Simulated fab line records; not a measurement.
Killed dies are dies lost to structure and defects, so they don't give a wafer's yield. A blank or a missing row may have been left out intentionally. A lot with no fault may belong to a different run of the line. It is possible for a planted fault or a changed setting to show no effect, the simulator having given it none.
2 desks, one fault ; flow gf180mcu ; only its own numbers are on each desk; what lay behind them is given at the end

DESK OF THE TOOL OWNER: rie_diel-04
The tool's own readings at GF_HV_LDD_ETCHBACK_58 (etches Si3N4 in CH3F/O2, stops on SiO2, time 100 s, target depth 90 nm): means of the sampled wafers that have a number, for each lot that ran on this tool. A lot is out of limits, marked OUT, if its mean lies more than 4 standard deviations from the usual mean; the brackets give that distance.
Columns: A = drypump_motor_current_A at GF_HV_LDD_ETCHBACK_58, usual 5.8 A; B = oes_product_au at GF_HV_LDD_ETCHBACK_58, usual 0.843 a.u.; C = throttle_valve_pct at GF_HV_LDD_ETCHBACK_58, usual 10.561 %
lot;first seen here;A;B;C
L905;day 17 07:34;5.9;0.843;10.562
L913;day 20 12:23;5.9;0.850;10.557
Finding of this desk: none of the 2 lots has anything out of limits.

THE METROLOGY DESK
What the gauges read for every lot (on any tool): the sampled wafers with a number, averaged. A lot is out of limits, marked OUT, if its mean lies more than 4 standard deviations from the usual mean; the brackets give that distance. Readings shown: 7 of its 12, picked as those furthest out on some lot.
Columns: A = HV_LDD_03_OVL at GF_HV_LDD_OVL_MEAS_47, usual -0.2 nm; B = HV_LDD_4_TW at GF_HV_LDD_TW_MEAS_50, usual 571; C = HV_LDD_CVD_56_THK at GF_HV_LDD_THK_MEAS_57, usual 90.3 nm; D = cd_nm at GF_NSD_CD_MEAS_07, usual 399.5 nm; E = NSD_OVL at GF_NSD_OVL_MEAS_08, usual 0.6 nm; F = NSD_TW at GF_NSD_TW_MEAS_12, usual 4258; G = PSD_TW at GF_PSD_TW_MEAS_11, usual 3183
lot;first seen here;A;B;C;D;E;F;G
L891;day 12 10:47;-0.0;578;89.9;402.4;0.5;4248;3159
L905;day 17 04:17;-1.9;566;90.5;401.0;2.9;4313;3195
L906;day 17 16:15;-1.2;566;91.9;399.1;0.2;4220;3182
L912;day 19 20:36;-0.5;568;91.3;400.3;1.7;4250;3193
L913;day 20 09:08;2.1;577;90.6;397.6;1.4;4189;3224
Finding of this desk: none of the 5 lots has anything out of limits.

ALL TOGETHER
The tool owner's desk saw nothing out of limits.
From the metrology desk's view, nothing was out of limits.

WHAT HAD BEEN PUT IN BY THE SIMULATOR
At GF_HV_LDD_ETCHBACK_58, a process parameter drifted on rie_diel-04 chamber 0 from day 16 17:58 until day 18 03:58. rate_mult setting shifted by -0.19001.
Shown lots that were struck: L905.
